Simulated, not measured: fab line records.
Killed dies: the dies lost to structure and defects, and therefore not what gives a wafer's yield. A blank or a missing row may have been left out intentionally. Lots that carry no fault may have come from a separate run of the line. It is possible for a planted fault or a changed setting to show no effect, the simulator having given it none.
Chamber matching || flow sky130 || 4 sister chambers for SKY_LI_CONTACT_ETCH_14 on rie diel-03
The step etches BARC in N2/H2, stops on SiO2, time 45.9 s, target depth 60 nm. 8 wafers are shown with their chamber, then 12 later ones without.

WAFERS WITH THEIR CHAMBER
{"wafer": "L083.3", "chamber": 0, "throttle valve pct (%)": 13.230, "oes product au (a.u.)": 0.854}
{"wafer": "L084.3", "chamber": 2, "throttle valve pct (%)": 13.220, "oes product au (a.u.)": 0.848}
{"wafer": "L087.1", "chamber": 1, "throttle valve pct (%)": 13.219, "oes product au (a.u.)": 0.856}
{"wafer": "L087.2", "chamber": 3, "throttle valve pct (%)": 13.210, "oes product au (a.u.)": 0.852}
{"wafer": "L087.5", "chamber": 3, "throttle valve pct (%)": 13.220, "oes product au (a.u.)": 0.847}
{"wafer": "L091.1", "chamber": 0, "throttle valve pct (%)": 13.233, "oes product au (a.u.)": 0.848}
{"wafer": "L091.2", "chamber": 2, "throttle valve pct (%)": 13.223, "oes product au (a.u.)": 0.853}
{"wafer": "L091.3", "chamber": 1, "throttle valve pct (%)": 13.233, "oes product au (a.u.)": 0.854}

WAFERS MISSING THEIR CHAMBER
{"wafer": "L091.4", "throttle valve pct (%)": 13.227, "oes product au (a.u.)": 0.856}
{"wafer": "L091.5", "throttle valve pct (%)": 13.223, "oes product au (a.u.)": 0.856}
{"wafer": "L091.6", "throttle valve pct (%)": 13.228, "oes product au (a.u.)": 0.857}
{"wafer": "L092.1", "throttle valve pct (%)": 13.219, "oes product au (a.u.)": 0.850}
{"wafer": "L092.2", "throttle valve pct (%)": 13.219, "oes product au (a.u.)": 0.855}
{"wafer": "L092.3", "throttle valve pct (%)": 13.224, "oes product au (a.u.)": 0.848}
{"wafer": "L092.4", "throttle valve pct (%)": 13.208, "oes product au (a.u.)": 0.860}
{"wafer": "L092.5", "throttle valve pct (%)": 13.228, "oes product au (a.u.)": 0.855}
{"wafer": "L092.6", "throttle valve pct (%)": 13.221, "oes product au (a.u.)": 0.858}
{"wafer": "L095.1", "throttle valve pct (%)": 13.215, "oes product au (a.u.)": 0.849}
{"wafer": "L095.4", "throttle valve pct (%)": 13.221, "oes product au (a.u.)": 0.857}
{"wafer": "L095.6", "throttle valve pct (%)": 13.223, "oes product au (a.u.)": 0.847}

THE CHAMBER EACH PASSED THROUGH
{"wafer": "L091.4", "from the rows above": "can't be placed: 1 or 0 or 2", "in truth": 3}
{"wafer": "L091.5", "from the rows above": "can't be placed: 1 or 2 or 0 or 3", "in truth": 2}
{"wafer": "L091.6", "from the rows above": "can't be placed: 1 or 0 or 2", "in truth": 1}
{"wafer": "L092.1", "from the rows above": "can't be placed: 2 or 3 or 1 or 0", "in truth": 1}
{"wafer": "L092.2", "from the rows above": "can't be placed: 1 or 2 or 3 or 0", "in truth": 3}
{"wafer": "L092.3", "from the rows above": "can't be placed: 2 or 0 or 3 or 1", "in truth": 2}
{"wafer": "L092.4", "from the rows above": "can't be placed: 1 or 3 or 2 or 0", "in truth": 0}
{"wafer": "L092.5", "from the rows above": "can't be placed: 1 or 0 or 2", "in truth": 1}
{"wafer": "L092.6", "from the rows above": "can't be placed: 1 or 2 or 0 or 3", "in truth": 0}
{"wafer": "L095.1", "from the rows above": "can't be placed: 3 or 2", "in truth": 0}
{"wafer": "L095.4", "from the rows above": "can't be placed: 1 or 2 or 3 or 0", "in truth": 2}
{"wafer": "L095.6", "from the rows above": "can't be placed: 2 or 3 or 0 or 1", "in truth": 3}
Placed correctly: 0 of 12. From these rows, 12 cannot be placed; in 10 the true chamber is one of the candidates. Wrongly placed: 0.
How it was worked out, from the rows above alone: a wafer's distance from a chamber is the root of the sum, over the readings, of the square of ((its reading less the chamber's mean) divided by the reading's scatter). If the next closest chamber is less than 2 further off than the closest, the wafer can't be placed; otherwise it belongs to the closest. The mean given for a chamber averages the wafers shown for that chamber. How the scatter is found: for the shown wafers, subtract from each reading the mean of its chamber, square and add these, divide the total by (wafers less chambers), then take the root.
